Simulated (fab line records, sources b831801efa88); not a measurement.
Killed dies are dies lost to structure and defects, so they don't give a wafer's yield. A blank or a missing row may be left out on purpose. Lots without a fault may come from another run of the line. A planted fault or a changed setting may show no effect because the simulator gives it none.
Problem report in the 8D (eight disciplines) form, filled by code | flow sfq_line | the parts of the form that need people (team, actions taken, sign-off) are left out

1. THE PROBLEM
cd_nm at SFQ_TRILAYER_JJ_CE_METRO_MEASURE_117 reads a mean of 653.6 nm on 6 wafers of 2 lots; wafers without a fault read 700.1 nm with a standard deviation of 1.4. That is -33 standard deviations from the usual mean.
First seen on wafer L959.2, day 57 17:29, on cd_sem-01. The record holds 42 wafers of 14 lots with a number at this step. Rule for "out", or "out of limits": more than 4 standard deviations from the usual mean. The other wafers with a number count as sound.

2. WHAT IT IS AND WHAT IT IS NOT
question                    | is                     | is not
which readings at this step | cd_nm                  | -
which lots                  | L959, L960             | L944, L945, L946, L947, L951, L953, L954, L955, L956, L957, L958, L967
which wafers of those lots  | all that have a number | -
read on which tools         | cd_sem-01, cd_sem-02   | -
when                        | from day 57 17:29      | up to then (33 sound wafers); but 3 sound wafers of L967 came after

3. SUSPECTS, AND WHAT RULES EACH OUT
Counting: a tool at a process step up to the reading stays a suspect if it ran every lot that is out and no sound lot after the first of them.
- litho_track-04 at SFQ_TRILAYER_JJ_CE_LITHO_PEB_117 (peb time 60 s): kept. It ran every lot that is out, first L959 (day 57 16:58), and no sound lot after that; its last sound lot up to then is L958 (day 57 09:46).
Left after counting: litho_track-04 at SFQ_TRILAYER_JJ_CE_LITHO_PEB_117.

4. THE CAUSE (what the simulator had put in)
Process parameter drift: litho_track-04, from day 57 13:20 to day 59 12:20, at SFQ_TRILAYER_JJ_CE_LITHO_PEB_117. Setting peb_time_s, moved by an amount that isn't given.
Counting left only this tool.

5. THE CHAIN OF EFFECTS, in route order
Each row: a reading whose mean over the struck wafers that have a number lies more than 3 standard deviations from the usual. Only readings for which the record gives a usual standard deviation are gone through. hours: the time from each lot's start at the first step in this table that gives one to its start at this step, as a median over the lots. sigmas: the change in usual standard deviations.
hours | step                                 | reading | usual    | on struck wafers | change | sigmas
0     | SFQ_TRILAYER_JJ_CE_METRO_MEASURE_117 | cd_nm   | 700.1 nm | 653.6            | -46.5  | -33
The process steps in it:
- SFQ_TRILAYER_JJ_CE_METRO_MEASURE_117

6. WHAT WOULD HAVE CAUGHT IT SOONER
In this record the first reading out of limits was taken at day 57 17:29, 4 hours after the fault began at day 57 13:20.
Of the tool readings at SFQ_TRILAYER_JJ_CE_LITHO_PEB_117 for which the record gives a usual standard deviation, none was out on any struck wafer, so an alarm limit of 4 standard deviations on them would not have fired.
Of the lots that are out (2), L960 began SFQ_TRILAYER_JJ_CE_LITHO_PEB_117 on litho_track-04 after day 57 17:29. A hold on the tool at that time would have spared it.
